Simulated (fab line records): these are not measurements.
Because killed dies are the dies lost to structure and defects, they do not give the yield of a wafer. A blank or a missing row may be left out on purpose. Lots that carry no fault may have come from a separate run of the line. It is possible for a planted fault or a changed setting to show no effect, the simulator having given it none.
fab line records ; flow gf180mcu
[record] lots = 13; wafers = 39; last_day = 34
route steps=602 shown MVPSD@80 HV_LDD@196 CONTACT@289
lots that met no fault: from a run of the same line without faults
start_h: start of the lot's first displayed wafer, in hours after the record's first day ; wait_h: time in hours since the lot's previous step ; " repeats the value in the row above ; L1.1+2: a row that stands for several wafers ; - no value present, or no start provided ; * or withheld: withheld ; < > ~ a bound
route shown NAME@n: names a module that has steps shown in the file, with the first one's number in the route ; usual: average and standard deviation across the fault-free wafers ; same: alike in all rows ; chamber/n: place in a boat ; sites: readings site by site ; _std_site: standard deviation of those values ; _edge_site: mean of outer sites minus mean of inner sites ; radius_mm: for every site, how far away it sits from the centre of the wafer ; mask NAME#n: copy n ; behind: the last tool/chamber to shape the wafer ; hold: why the lot went on hold/how many hours it stayed there/how the hold came to an end ; device: transistor that didn't switch, given as n, p or np ; end of line: the same wafers' tests at the end of the route ; where a step has no rows: the recipe by itself ; killed: at the first sort, the dies lost to defects and structure; wafer yield is something else ; map: shows each die of a wafer: x if killed, . if not, _ if none is there
set.NAME: the setting as run; set.NAME@STEP: as run at that earlier step ; model.NAME: the simulator's own value behind a step, which no gauge read
steps of the route over a sample of lots; a table a step, a row a wafer
services: when a tool's chamber went out of use (start_h, in hours from the record's first day, below 0 if earlier), for how many hours, and the reason
[[steps]]
[step GF_MVPSD_COAT_02]
[recipe] spin_rpm = 2000; resist_thk_nm = 3000
lot.wafer;tool;chamber;start_h;wait_h
L403.1+3+4;litho_track-02;0;96.64;0.1
L404.1+2+5;litho_track-04;0;102.15;0.1
L406.1+5+6;litho_track-03;0;110.95;0.1
L408.1+3+6;litho_track-03;0;124.55;0.1
L410.1+4+5;litho_track-03;0;136.05;0.1
L411.1+3+5;litho_track-03;0;144.00;0.1
L412.2+3+5;litho_track-02;0;150.62;0.1
L413.4+5+6;litho_track-03;0;153.87;0.1
L416.2+3+5;litho_track-03;0;171.52;0.1
L417.1+4+5;litho_track-03;0;178.45;0.1
L418.1+3+6;litho_track-04;0;181.65;0.1
L419.1+4+5;litho_track-03;0;189.20;0.1
L424.1+3+6;litho_track-04;0;220.70;0.1
[step GF_MVPSD_STRIP_10]
[recipe] chemistry = O2/N2; power_w = 1400; pressure_mtorr = 1500; platen_temp_c = 250; o2_flow_sccm = 3000; n2_flow_sccm = 300; overash_fraction = 0.5
[usual] drypump_motor_current_A = 5.8/0.48; heater_power_w = 328/64; oes_product_au = 0.722/0.0043; platen_temp_c = 249.99/0.17; strip_time_to_endpoint_s = 36.94/0.09
lot.wafer;tool;chamber;start_h;wait_h;drypump_motor_current_A;heater_power_w;oes_product_au;platen_temp_c;rf_hours_counter_h;strip_time_to_endpoint_s
L403.1;plasma_asher-03;0;104.58;0.1;6.3;241;0.724;249.75;44;36.81
L403.3;plasma_asher-03;1;104.58;0.1;6.5;360;0.717;250.07;-;36.88
L403.4;plasma_asher-03;0;104.58;0.1;6.3;246;0.724;249.81;-;36.85
L404.1;plasma_asher-02;0;110.28;0.1;5.4;425;0.727;250.11;47;36.96
L404.2;plasma_asher-02;1;110.28;0.1;5.9;275;0.719;250.12;47;36.90
L404.5;plasma_asher-02;1;110.28;0.1;5.9;275;0.723;250.04;-;36.98
L406.1;plasma_asher-01;1;118.13;0.1;5.0;355;0.719;249.94;0;37.07
L406.5;plasma_asher-01;1;118.13;0.1;5.0;350;0.724;249.92;-;37.03
L406.6;plasma_asher-01;0;118.13;0.1;5.5;281;0.717;249.90;-;36.99
L408.1;plasma_asher-03;0;132.43;0.1;6.2;256;0.725;249.98;47;36.97
L408.3;plasma_asher-03;0;132.43;0.1;6.2;250;0.723;250.17;-;37.00
L408.6;plasma_asher-03;1;132.43;0.1;6.5;361;0.714;250.25;-;37.13
L410.1;plasma_asher-03;1;144.78;0.1;6.5;364;0.721;250.18;49;36.93
L410.4;plasma_asher-03;1;144.78;0.1;6.5;370;0.729;250.17;-;36.97
L410.5;plasma_asher-03;1;144.78;0.1;6.5;362;0.721;250.28;-;36.91
L411.1;plasma_asher-03;1;151.93;0.1;6.5;366;0.721;250.21;49;36.95
L411.3;plasma_asher-03;0;151.93;0.1;6.2;252;0.724;249.93;-;36.97
L411.5;plasma_asher-03;1;151.93;0.1;6.5;365;0.723;249.93;-;36.94
L412.2;plasma_asher-01;1;158.98;0.1;5.0;352;0.727;250.37;4;36.97
L412.3;plasma_asher-01;0;158.98;0.1;5.5;282;0.723;249.89;-;36.84
L412.5;plasma_asher-01;0;158.98;0.1;5.5;287;0.724;249.85;-;36.87
L413.4;plasma_asher-02;0;162.67;0.1;5.3;420;0.717;249.95;-;36.87
L413.5;plasma_asher-02;0;162.67;0.1;5.4;423;0.725;249.98;-;36.85
L413.6;plasma_asher-02;1;162.67;0.1;5.9;274;0.730;250.18;-;36.84
L416.2;plasma_asher-02;1;180.73;0.1;5.9;275;0.721;249.92;54;37.01
L416.3;plasma_asher-02;0;180.73;0.1;5.4;420;0.726;249.90;-;37.02
L416.5;plasma_asher-02;1;180.73;0.1;5.9;274;0.727;250.12;-;37.05
L417.1;plasma_asher-01;1;186.48;0.1;5.0;340;0.719;250.09;7;34.67
L417.4;plasma_asher-01;0;186.48;0.1;5.5;288;0.726;249.79;-;34.66
L417.5;plasma_asher-01;1;186.48;0.1;5.0;350;0.718;250.07;-;34.73
L418.1;plasma_asher-02;0;190.48;0.1;5.4;423;0.723;250.09;55;36.87
L418.3;plasma_asher-02;1;190.48;0.1;5.9;276;0.723;249.95;-;36.90
L418.6;plasma_asher-02;0;190.48;0.1;5.4;430;0.722;249.93;-;36.84
L419.1;plasma_asher-02;0;198.83;0.1;5.4;409;0.714;249.86;56;34.84
L419.4;plasma_asher-02;0;198.83;0.1;5.3;417;0.718;249.93;-;34.93
L419.5;plasma_asher-02;1;198.83;0.1;6.0;273;0.720;249.83;-;34.80
L424.1;plasma_asher-02;0;230.42;0.1;5.4;430;0.721;249.90;59;37.00
L424.3;plasma_asher-02;1;230.42;0.1;5.9;263;0.723;250.10;-;36.98
L424.6;plasma_asher-02;0;230.42;0.1;5.3;423;0.727;250.01;-;37.01
[step GF_HV_LDD_OVL_MEAS_20]
[usual] HV_LDD_01_OVL = -0.1/1.5
lot.wafer;tool;chamber;start_h;wait_h;HV_LDD_01_OVL[nm]
L403.1;overlay-02;-;243.41;0.1;0.5
L403.3;overlay-02;-;243.41;0.1;2.3
L403.4;overlay-02;-;243.41;0.1;1.2
L404.1;overlay-02;-;249.12;0.1;1.3
L404.2;overlay-02;-;249.12;0.1;0.3
L404.5;overlay-02;-;249.12;0.1;-0.1
L406.1;overlay-01;-;261.77;0.1;1.0
L406.5;overlay-01;-;261.77;0.1;-0.9
L406.6;overlay-01;-;261.77;0.1;-0.2
L408.1;overlay-01;-;277.76;0.1;-1.5
L408.3;overlay-01;-;277.76;0.1;-0.5
L408.6;overlay-01;-;277.76;0.1;0.0
L410.1;overlay-02;-;295.01;0.1;-0.5
L410.4;overlay-02;-;295.01;0.1;0.9
L410.5;overlay-02;-;295.01;0.1;-0.2
L411.1;overlay-02;-;305.11;0.1;2.3
L411.3;overlay-02;-;305.11;0.1;-0.4
L411.5;overlay-02;-;305.11;0.1;1.9
L412.2;overlay-01;-;310.97;0.1;2.7
L412.3;overlay-01;-;310.97;0.1;1.1
L412.5;overlay-01;-;310.97;0.1;2.0
L413.4;overlay-02;-;319.58;0.1;0.0
L413.5;overlay-02;-;319.58;0.1;0.8
L413.6;overlay-02;-;319.58;0.1;0.5
L416.2;overlay-01;-;337.37;0.1;-0.5
L416.3;overlay-01;-;337.37;0.1;-1.8
L416.5;overlay-01;-;337.37;0.1;-1.5
L417.1;overlay-01;-;350.16;0.1;0.1
L417.4;overlay-01;-;350.16;0.1;-0.8
L417.5;overlay-01;-;350.16;0.1;-1.9
L418.1;overlay-01;-;352.01;0.1;0.5
L418.3;overlay-01;-;352.01;0.1;-1.5
L418.6;overlay-01;-;352.01;0.1;0.1
L419.1;overlay-01;-;363.86;0.1;-0.2
L419.4;overlay-01;-;363.86;0.1;-0.9
L419.5;overlay-01;-;363.86;0.1;-1.4
L424.1;overlay-02;-;404.26;0.1;0.9
L424.3;overlay-02;-;404.26;0.1;3.7
L424.6;overlay-02;-;404.26;0.1;2.2
[step GF_CONTACT_CVD_02]
[recipe] material = SiO2; target_thk_nm = 860; precursor = TEOS; temp_c = 400; time_s = 95.992; rf_w = 600
[usual] heater_power_w = 625/99; rf_fwd_power_W = 596.2/2
lot.wafer;tool;chamber;start_h;wait_h;heater_power_w;rf_fwd_power_W;since_wet_clean_h
L403.1;pecvd-04;0;348.58;0.1;773;597.5;590
L403.3;pecvd-04;1;348.58;0.1;561;597.1;590
L403.4;pecvd-04;2;348.58;0.1;575;597.0;-
L404.1;pecvd-04;0;357.70;0.1;786;598.3;600
L404.2;pecvd-04;2;357.70;0.1;553;595.1;600
L404.5;pecvd-04;2;357.70;0.1;571;600.1;-
L406.1;pecvd-04;1;372.54;0.1;550;597.8;614
L406.5;pecvd-04;2;372.54;0.1;501;595.3;-
L406.6;pecvd-04;0;372.54;0.1;752;597.4;-
L408.1;pecvd-03;1;390.12;0.1;671;596.6;2
L408.3;pecvd-03;0;390.12;0.1;564;595.1;2
L408.6;pecvd-03;2;390.12;0.1;518;600.0;-
L410.1;pecvd-03;2;410.93;0.1;623;598.7;23
L410.4;pecvd-03;0;410.93;0.1;439;594.8;-
L410.5;pecvd-03;2;410.93;0.1;527;595.7;-
L411.1;pecvd-04;0;423.69;0.1;657;595.9;666
L411.3;pecvd-04;1;423.69;0.1;620;597.1;666
L411.5;pecvd-04;2;423.69;0.1;447;595.5;-
L412.2;pecvd-02;2;429.32;0.0;575;597.6;255
L412.3;pecvd-02;0;429.32;0.0;600;593.6;255
L412.5;pecvd-02;0;429.32;0.0;628;594.3;-
L413.4;pecvd-03;2;438.12;0.1;522;594.3;-
L413.5;pecvd-03;0;438.12;0.1;543;598.6;-
L413.6;pecvd-03;1;438.12;0.1;562;594.7;-
L416.2;pecvd-02;2;459.16;0.0;645;594.0;285
L416.3;pecvd-02;0;459.16;0.0;548;595.1;285
L416.5;pecvd-02;0;459.16;0.0;572;593.1;-
L417.1;pecvd-02;2;473.73;0.1;571;592.5;299
L417.4;pecvd-02;2;473.73;0.1;620;593.1;-
L417.5;pecvd-02;1;473.73;0.1;786;597.7;-
L418.1;pecvd-02;2;475.74;0.1;638;594.5;301
L418.3;pecvd-02;1;475.74;0.1;724;596.7;301
L418.6;pecvd-02;1;475.74;0.1;770;596.6;-
L419.1;pecvd-03;0;487.31;0.1;559;597.0;100
L419.4;pecvd-03;1;487.31;0.1;674;596.3;-
L419.5;pecvd-03;2;487.31;0.1;661;598.4;-
L424.1;pecvd-02;2;529.66;0.1;642;594.0;355
L424.3;pecvd-02;1;529.66;0.1;858;590.1;355
L424.6;pecvd-02;2;529.66;0.1;670;595.5;-
[step GF_CONTACT_THK_MEAS_26]
[recipe] thk_meas_gauge = xrf; reads = W_of_CONTACT_CVD_24
[usual] CONTACT_W_THK = 311/3.5
lot.wafer;tool;chamber;start_h;wait_h;CONTACT_W_THK[nm]
L403.1;film_metro-02;-;372.09;0.1;313
L403.3;film_metro-02;-;372.09;0.1;316
L403.4;film_metro-02;-;372.09;0.1;313
L404.1;film_metro-03;-;381.63;0.1;310
L404.2;film_metro-03;-;381.63;0.1;317
L404.5;film_metro-03;-;381.63;0.1;314
L406.1;film_metro-03;-;397.33;0.1;316
L406.5;film_metro-03;-;397.33;0.1;312
L406.6;film_metro-03;-;397.33;0.1;307
L408.1;film_metro-03;-;414.59;0.1;314
L408.3;film_metro-03;-;414.59;0.1;310
L408.6;film_metro-03;-;414.59;0.1;315
L410.1;film_metro-03;-;437.29;0.1;307
L410.4;film_metro-03;-;437.29;0.1;310
L410.5;film_metro-03;-;437.29;0.1;307
L411.1;film_metro-02;-;449.43;0.1;310
L411.3;film_metro-02;-;449.43;0.1;308
L411.5;film_metro-02;-;449.43;0.1;308
L412.2;film_metro-02;-;455.04;0.1;312
L412.3;film_metro-02;-;455.04;0.1;311
L412.5;film_metro-02;-;455.04;0.1;316
L413.4;film_metro-03;-;463.32;0.1;307
L413.5;film_metro-03;-;463.32;0.1;307
L413.6;film_metro-03;-;463.32;0.1;310
L416.2;film_metro-02;-;484.80;0.1;314
L416.3;film_metro-02;-;484.80;0.1;310
L416.5;film_metro-02;-;484.80;0.1;316
L417.1;film_metro-02;-;499.38;0.1;311
L417.4;film_metro-02;-;499.38;0.1;310
L417.5;film_metro-02;-;499.38;0.1;309
L418.1;film_metro-02;-;501.43;0.1;312
L418.3;film_metro-02;-;501.43;0.1;314
L418.6;film_metro-02;-;501.43;0.1;315
L419.1;film_metro-03;-;512.13;0.1;311
L419.4;film_metro-03;-;512.13;0.1;311
L419.5;film_metro-03;-;512.13;0.1;310
L424.1;film_metro-03;-;553.72;0.1;311
L424.3;film_metro-03;-;553.72;0.1;311
L424.6;film_metro-03;-;553.72;0.1;313
[[services]]
tool;chamber;start_h;hours;kind
pecvd-02;-;106.98;11.8;repair
pecvd-02;0;125.21;4.9;repair
plasma_asher-02;-;142.36;2.8;pm
plasma_asher-03;-;145.90;2.8;pm
pecvd-04;0;158.29;6.9;repair
pecvd-02;-;160.62;14.0;pm
pecvd-02;-;165.81;0.5;repair
pecvd-04;-;167.94;2.8;pm
pecvd-02;-;170.98;0.8;repair
pecvd-04;-;296.51;5.5;pm
pecvd-03;-;345.61;28.1;pm
plasma_asher-02;-;354.23;7.2;repair
plasma_asher-02;-;358.45;2.1;repair
pecvd-02;0;368.90;4.6;repair
pecvd-03;-;373.71;14.0;pm
pecvd-02;-;403.44;1.3;repair
pecvd-02;2;409.12;4.6;repair
pecvd-02;-;410.74;1.8;repair
plasma_asher-02;-;421.25;9.0;pm
pecvd-03;-;457.65;3.8;repair
plasma_asher-02;-;462.11;11.8;repair
pecvd-03;-;474.00;0.5;repair
pecvd-02;-;510.34;14.9;repair
pecvd-04;0;517.18;4.0;repair
[[key]]
[first_sign] step = GF_MVPSD_STRIP_10; reading = strip_time_to_endpoint_s; direction = down; sigmas = 24; usual = *; struck = *
effect none on later readings
met_at GF_MVPSD_COAT_02
struck_lots L417,L419
tester_left_out L417,L419
not_acting_at GF_HV_LDD_OVL_MEAS_20,GF_CONTACT_CVD_02,GF_CONTACT_THK_MEAS_26
onset_between 171.52 178.45
[fault] kind = process_parameter_drift; tool = litho_track-03; chamber = -; onset_h = 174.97; steps = GF_MVPSD_COAT_02; channel = resist_thk_nm; offset = *; shape = step; end_h = 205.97; acts_in = *; stated = *
// tester_left_out: of these lots the tester's yield and bins aren't shown, on N5 and GAA mostly nor the transistor test; their killed dies are dies lost to structure and defects alone, not to doping, threshold or leakage, so they don't give the yield
